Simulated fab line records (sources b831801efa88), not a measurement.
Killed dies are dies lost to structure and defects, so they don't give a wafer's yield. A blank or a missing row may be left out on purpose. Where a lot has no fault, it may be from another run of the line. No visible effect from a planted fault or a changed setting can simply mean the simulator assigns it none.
Which tool was responsible? + flow gf180mcu + 40 wafers from 14 lots sampled at 4 of the route's 602 steps

WHAT EACH GAUGE READ, for each wafer
GF_HV_LDD_THK_MEAS_55. Usual: HV_LDD_CVD_54_THK gives 9.91 nm (standard deviation 0.12).
| lot  | measured     | on            | HV_LDD_CVD_54_THK (nm) | flag |
|------|--------------|---------------|------------------------|------|
| L684 | day 12 21:42 | film-metro-04 | 9.74 9.77 9.81         |      |
| L685 | day 13 05:36 | film-metro-04 | 9.65 9.72 9.69         |      |
| L688 | day 14 02:32 | film-metro-03 | 9.94 9.98 9.91         |      |
| L689 | day 14 13:30 | film-metro-04 | 9.86 10.08 9.94        |      |
| L690 | day 14 21:04 | film-metro-04 | 9.92 10.00 9.86        |      |
| L691 | day 15 04:02 | film-metro-01 | 9.79 10.04 9.95        |      |
| L692 | day 15 12:34 | film-metro-01 | 9.70 9.92 9.88         |      |
| L693 | day 15 18:11 | film-metro-01 | 9.79 9.77 9.72         |      |
| L700 | day 18 16:32 | film-metro-01 | 9.85 9.90 9.80         |      |
| L701 | day 18 17:26 | film-metro-01 | 10.01 10.08            |      |
| L702 | day 19 11:23 | film-metro-03 | 10.03 10.12            |      |
| L704 | day 19 22:50 | film-metro-03 | 9.87 9.99 9.99         |      |
| L705 | day 19 23:36 | film-metro-04 | 9.94 9.88 9.88         |      |
| L706 | day 20 15:36 | film-metro-04 | 10.06 10.11 9.98       |      |

GF_SALICIDE_THK_MEAS_05: measures by xrf. Usual: SALICIDE_TIN_THK gives 19.81 nm (standard deviation 0.22).
| lot  | measured     | on            | SALICIDE_TIN_THK (nm) | flag |
|------|--------------|---------------|-----------------------|------|
| L684 | day 15 13:08 | film-metro-02 | 19.66 19.75 19.74     |      |
| L685 | day 15 21:58 | film-metro-04 | 19.74 19.71 19.71     |      |
| L688 | day 16 20:24 | film-metro-02 | 19.53 19.85 19.94     |      |
| L689 | day 17 08:01 | film-metro-04 | 20.13 20.13 20.26     |      |
| L690 | day 17 16:55 | film-metro-02 | 19.56 19.52 19.77     |      |
| L691 | day 17 23:49 | film-metro-01 | 19.83 19.96 20.03     |      |
| L692 | day 18 09:05 | film-metro-04 | 19.47 19.54 19.57     |      |
| L693 | day 18 15:06 | film-metro-02 | 19.86 19.32 19.62     |      |
| L700 | day 21 20:40 | film-metro-02 | 20.09 19.74 19.82     |      |
| L701 | day 21 22:05 | film-metro-02 | 20.08 19.94           |      |
| L702 | day 22 14:08 | film-metro-02 | 19.97 19.86           |      |
| L704 | day 23 01:28 | film-metro-02 | 19.57 19.71 19.90     |      |
| L705 | day 23 02:26 | film-metro-02 | 19.67 19.73 19.56     |      |
| L706 | day 23 15:47 | film-metro-04 | 19.50 19.74 19.83     |      |

GF_CONTACT_CD_MEAS_14 targets a cd of 220 nm. Usual: cd-nm reads 219.3 nm (standard deviation 1.2).
| lot  | measured     | on        | cd-nm (nm)        | flag |
|------|--------------|-----------|-------------------|------|
| L684 | day 16 11:17 | cd-sem-02 | 220.4 217.9 218.3 |      |
| L685 | day 16 20:46 | cd-sem-02 | 219.6 221.0 219.5 |      |
| L688 | day 17 19:23 | cd-sem-02 | 220.0 219.1 220.1 |      |
| L689 | day 18 07:41 | cd-sem-01 | 218.1 219.0 218.5 |      |
| L690 | day 18 17:38 | cd-sem-01 | 221.8 221.9 222.4 |      |
| L691 | day 19 00:32 | cd-sem-02 | 219.3 219.0 219.3 |      |
| L692 | day 19 10:05 | cd-sem-01 | 218.7 218.5 219.7 |      |
| L693 | day 19 16:17 | cd-sem-01 | 222.2 222.1 222.3 |      |
| L700 | day 22 21:04 | cd-sem-01 | 221.1 219.9 222.9 |      |
| L701 | day 22 22:53 | cd-sem-01 | 215.0 218.4       |      |
| L702 | day 23 14:08 | cd-sem-02 | 214.5 219.2       |      |
| L704 | day 24 00:34 | cd-sem-02 | 218.4 218.4 218.2 |      |
| L705 | day 24 01:59 | cd-sem-01 | 218.4 218.7 220.9 |      |
| L706 | day 24 14:46 | cd-sem-02 | 220.4 218.6 220.2 |      |

WHAT TOOL EACH LOT RAN ON (gives the tool, then ch and the chambers of the sampled wafers, and finally the start)
| lot  | GF_CONTACT_PEB_12                 |
|------|-----------------------------------|
| L684 | litho-track-01 ch 0, day 16 10:58 |
| L685 | litho-track-04 ch 0, day 16 20:25 |
| L688 | litho-track-03 ch 0, day 17 19:02 |
| L689 | litho-track-01 ch 0, day 18 07:22 |
| L690 | litho-track-03 ch 0, day 18 17:17 |
| L691 | litho-track-03 ch 0, day 19 00:11 |
| L692 | litho-track-01 ch 0, day 19 09:46 |
| L693 | litho-track-03 ch 0, day 19 15:56 |
| L700 | litho-track-04 ch 0, day 22 20:43 |
| L701 | litho-track-01 ch 0, day 22 22:34 |
| L702 | litho-track-01 ch 0, day 23 13:49 |
| L704 | litho-track-04 ch 0, day 24 00:13 |
| L705 | litho-track-03 ch 0, day 24 01:40 |
| L706 | litho-track-03 ch 0, day 24 14:26 |
- GF_CONTACT_PEB_12: peb time 90 s.

AS READ BY THE TOOLS THEMSELVES (means over the sampled wafers that have a number; for cases with no such wafer, the mark the record gives instead)
GF_CONTACT_PEB_12. Usual: heater-power-total-W reads 85.69 W (standard deviation 0.08).
| lot  | tool           | heater-power-total-W (W) | flag |
|------|----------------|--------------------------|------|
| L684 | litho-track-01 | 85.64                    |      |
| L685 | litho-track-04 | 85.69                    |      |
| L688 | litho-track-03 | 85.71                    |      |
| L689 | litho-track-01 | 85.68                    |      |
| L690 | litho-track-03 | 85.63                    |      |
| L691 | litho-track-03 | 85.65                    |      |
| L692 | litho-track-01 | 85.70                    |      |
| L693 | litho-track-03 | 85.74                    |      |
| L700 | litho-track-04 | 85.68                    |      |
| L701 | litho-track-01 | 87.78                    | OFF  |
| L702 | litho-track-01 | 87.86                    | OFF  |
| L704 | litho-track-04 | 85.65                    |      |
| L705 | litho-track-03 | 85.74                    |      |
| L706 | litho-track-03 | 85.78                    |      |

THE ANSWER, worked out from the rows above alone
Rule: take the mean of a lot's wafers that have a number; if it is more than 3 standard deviations from the usual mean, the lot is off. Also off: a lot with no number at a reading for which 4 or more lots have one. The other lots that the step has rows for count as sound. First the gauges in route order, then the tools' own readings, where a lot's mean is used as printed above. At the first step where some lot is off, the reading lying furthest off is the one used; lots without a number count as furthest.
Off: L701, L702, at GF_CONTACT_PEB_12 (heater-power-total-W).
If a tool, at that step or one of the process steps before it, ran each lot that is off and ran no sound lot following the first of them, it fits. One candidate fits, namely litho-track-01 at GF_CONTACT_PEB_12. A fault onset in the window from L692 (day 19 09:46, its last sound lot) to L701 (day 22 22:34, its first lot off) fits.
The tool's own readings at GF_CONTACT_PEB_12 bear it out: on the lots that are off they differ by more than 5 times the standard deviation of the sound lots' means. heater-power-total-W reads 87.82 W there against 85.69 W on the sound lots.

WHAT HAD BEEN PUT IN BY THE SIMULATOR
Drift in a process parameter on litho-track-01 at GF_CONTACT_PEB_12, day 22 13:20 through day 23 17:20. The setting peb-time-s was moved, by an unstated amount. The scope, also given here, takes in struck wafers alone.
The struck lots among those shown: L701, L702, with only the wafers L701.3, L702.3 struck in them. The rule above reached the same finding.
